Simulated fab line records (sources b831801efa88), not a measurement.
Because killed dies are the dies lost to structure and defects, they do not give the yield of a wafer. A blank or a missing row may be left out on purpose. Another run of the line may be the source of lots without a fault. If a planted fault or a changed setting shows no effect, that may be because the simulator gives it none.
What tool caused it?    flow gf180mcu    Sampling: 6 lots, 18 wafers, 4 of 602 route steps

== WHAT EACH GAUGE READ, for each wafer ==
GF_PASSIVATION_THK_MEAS_01.
lot   measured      on             PASSIVATION_CVD_00_THK (nm)
L275  day 27 11:47  film_metro-03  993 986 992
L277  day 28 07:47  film_metro-03  981 1007 990
L281  day 31 03:51  film_metro-02  977 998 994
L283  day 31 07:28  film_metro-02  991 1000 1011
L287  day 31 20:50  film_metro-02  989 983 996
L293  day 33 21:52  film_metro-04  1122 1006 1137

== EACH LOT AND THE TOOL THAT RAN IT (in order: tool; ch and the chambers of the sampled wafers; start) ==
lot   GF_V5_CVD_02                     GF_TOP_METAL_SPUTTER_04       GF_PASSIVATION_CVD_00
L275  pecvd-04 ch 0,1,2, day 25 16:57  pvd_sputter-02, day 26 15:03  pecvd-04 ch 0,1,2, day 27 11:42
L277  pecvd-03 ch 0,1,2, day 26 12:52  pvd_sputter-02, day 27 11:17  pecvd-01 ch 1,2, day 28 07:42
L281  pecvd-03 ch 0,1,2, day 29 12:07  pvd_sputter-02, day 30 09:09  pecvd-02 ch 0,2, day 31 03:46
L283  pecvd-03 ch 0,1,2, day 29 15:44  pvd_sputter-02, day 30 12:53  pecvd-04 ch 0,1, day 31 07:23
L287  pecvd-02 ch 1,2, day 30 06:28    pvd_sputter-01, day 31 01:47  pecvd-01 ch 0,1, day 31 20:46
L293  pecvd-04 ch 0,1,2, day 32 11:03  pvd_sputter-01, day 33 05:31  pecvd-01 ch 0,1,2, day 33 21:47
- GF_V5_CVD_02: deposits SiO2 from TEOS, target thk 1450 nm, time 163.28 s.
- GF_TOP_METAL_SPUTTER_04: material TiN, target thk 25 nm, time 20.8 s.
- GF_PASSIVATION_CVD_00: deposits SiO2 from TEOS, target thk 1000 nm, time 111.95 s.

== THE ANSWER, worked out from the rows above alone ==
Rule: the usual values come from the lots themselves. The widest of any qualifying gaps counts: lots, ordered by their means at a reading, are off when they make up no more than a third of the lots, leave a main group of 4 or more, and stand apart from it by 3 or more times the standard deviation of that group's means. Not used: any main group whose means are identical at the precision the tables above print for the reading. Also off: a lot with no number at a reading for which 4 or more lots have one. All remaining lots with rows at the step are treated as sound.
Off: L293, seen at GF_PASSIVATION_THK_MEAS_01 (PASSIVATION_CVD_00_THK). The main group has a mean of 993 nm with a standard deviation of 4.2.
A tool fits if, at a process step before that reading, it ran every lot that is off, and no sound lot after the first of them. Those tools and the gauges at GF_PASSIVATION_THK_MEAS_01 are tried in the same way. Can't be told from this: 4 tools fit, pecvd-04 at GF_V5_CVD_02, pvd_sputter-01 at GF_TOP_METAL_SPUTTER_04, pecvd-01 at GF_PASSIVATION_CVD_00, film_metro-04 at GF_PASSIVATION_THK_MEAS_01.

== WHAT WAS PUT IN BY THE SIMULATOR ==
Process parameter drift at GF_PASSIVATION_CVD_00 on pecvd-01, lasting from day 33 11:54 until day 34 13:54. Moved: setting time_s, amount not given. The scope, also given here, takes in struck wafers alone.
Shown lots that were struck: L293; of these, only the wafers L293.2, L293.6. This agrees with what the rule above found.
